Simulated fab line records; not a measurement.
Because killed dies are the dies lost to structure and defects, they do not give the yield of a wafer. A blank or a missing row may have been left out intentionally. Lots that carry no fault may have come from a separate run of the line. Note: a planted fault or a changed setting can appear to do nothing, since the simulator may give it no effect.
Which tool did it?    flow gf180mcu    route of 602 steps, sampled at 1 step: 7 lots, 21 wafers

WHAT EACH GAUGE READ, for each wafer
GF_M3_CD_MEAS_14: target cd 280 nm.
lot   measured      on         cd_nm (nm)
L450  day 22 18:41  cd_sem-01  281.3 280.0 281.2
L453  day 23 17:06  cd_sem-01  279.4 280.5 279.3
L455  day 24 04:52  cd_sem-01  279.6 281.1 279.9
L456  day 24 11:46  cd_sem-01  280.5 280.8 281.8
L458  day 25 05:33  cd_sem-02  280.9 279.4 280.2
L466  day 27 16:06  cd_sem-01  279.1 279.3 280.2
L468  day 28 07:08  cd_sem-01  277.9 278.2 278.4

WHAT TOOL EACH LOT RAN ON (gives the tool, then ch and the chambers of the sampled wafers, and finally the start)
There is no process step in the record ahead of these readings.

THE ANSWER, worked out from the rows above alone
Rule: usual is defined by the lots themselves. The widest of any qualifying gaps counts: lots, ordered by their means at a reading, are off when they make up no more than a third of the lots, leave a main group of 4 or more, and stand apart from it by 3 or more times the standard deviation of that group's means. The tables above print the reading to a certain number of digits; a main group whose means all agree to those digits is not used. A lot without any number at a reading at which 4 lots or more have one is off too. All remaining lots with rows at the step are treated as sound.
No lot is off on any of the readings shown, so nothing can be concluded from this.

WHAT THE SIMULATOR HAD INSERTED
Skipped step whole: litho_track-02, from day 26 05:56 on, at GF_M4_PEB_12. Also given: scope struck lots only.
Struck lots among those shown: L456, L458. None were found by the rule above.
